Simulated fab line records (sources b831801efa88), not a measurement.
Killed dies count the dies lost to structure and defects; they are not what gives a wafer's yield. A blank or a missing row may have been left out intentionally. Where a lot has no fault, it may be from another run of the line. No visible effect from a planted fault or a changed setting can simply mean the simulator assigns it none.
Chamber matching | flow gf180mcu | pecvd-04 running GF_PASSIVATION_CVD_02: 3 sister chambers
The step deposits Si3N4, target thk 700 nm, time 486.18 s. 16 wafers are shown with their chamber, then 8 later ones without.

== EACH WAFER AND ITS CHAMBER ==
wafer  | chamber | heater power w (W)
L074.3 | 0       | 658
L074.4 | 2       | 519
L074.6 | 1       | 739
L075.3 | 2       | 590
L075.4 | 1       | 640
L075.5 | 2       | 620
L078.2 | 2       | 640
L078.3 | 0       | 751
L078.4 | 2       | 654
L080.1 | 0       | 632
L080.2 | 1       | 653
L080.3 | 2       | 645
L081.3 | 1       | 717
L081.4 | 1       | 596
L081.6 | 0       | 661
L086.1 | 1       | 674

SIGNATURES (means of the wafers above)
reading        | chamber 0 | chamber 1 | chamber 2 | scatter within a chamber
heater power w | 675.50    | 669.83    | 611.33    | 51.6
Rule: a wafer lies at a distance from a chamber equal to the root of the sum of squares, over the readings, of (its reading less the chamber's mean, divided by the reading's scatter). If the next closest chamber is less than 2 further off than the closest, the wafer can't be placed; otherwise it belongs to the closest. The scatter: the root of (the sum of the squares of (reading less its chamber's mean) over the shown wafers, divided by (wafers less chambers)).

== WAFERS MISSING THEIR CHAMBER ==
wafer  | heater power w (W)
L086.4 | 614
L086.5 | 709
L096.2 | 660
L096.3 | 606
L096.4 | 664
L097.1 | 732
L097.2 | 649
L097.6 | 721

== THE CHAMBER EACH PASSED THROUGH ==
wafer  | from the rows above          | in truth
L086.4 | can't be placed: 2 or 1 or 0 | 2
L086.5 | can't be placed: 0 or 1 or 2 | 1
L096.2 | can't be placed: 1 or 0 or 2 | 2
L096.3 | can't be placed: 2 or 1 or 0 | 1
L096.4 | can't be placed: 1 or 0 or 2 | 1
L097.1 | can't be placed: 0 or 1 or 2 | 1
L097.2 | can't be placed: 1 or 0 or 2 | 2
L097.6 | can't be placed: 0 or 1 or 2 | 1
0 of 8 placed correctly. Not placeable from these rows: 8 (in 8, the candidates include the true chamber). 0 placed wrongly.
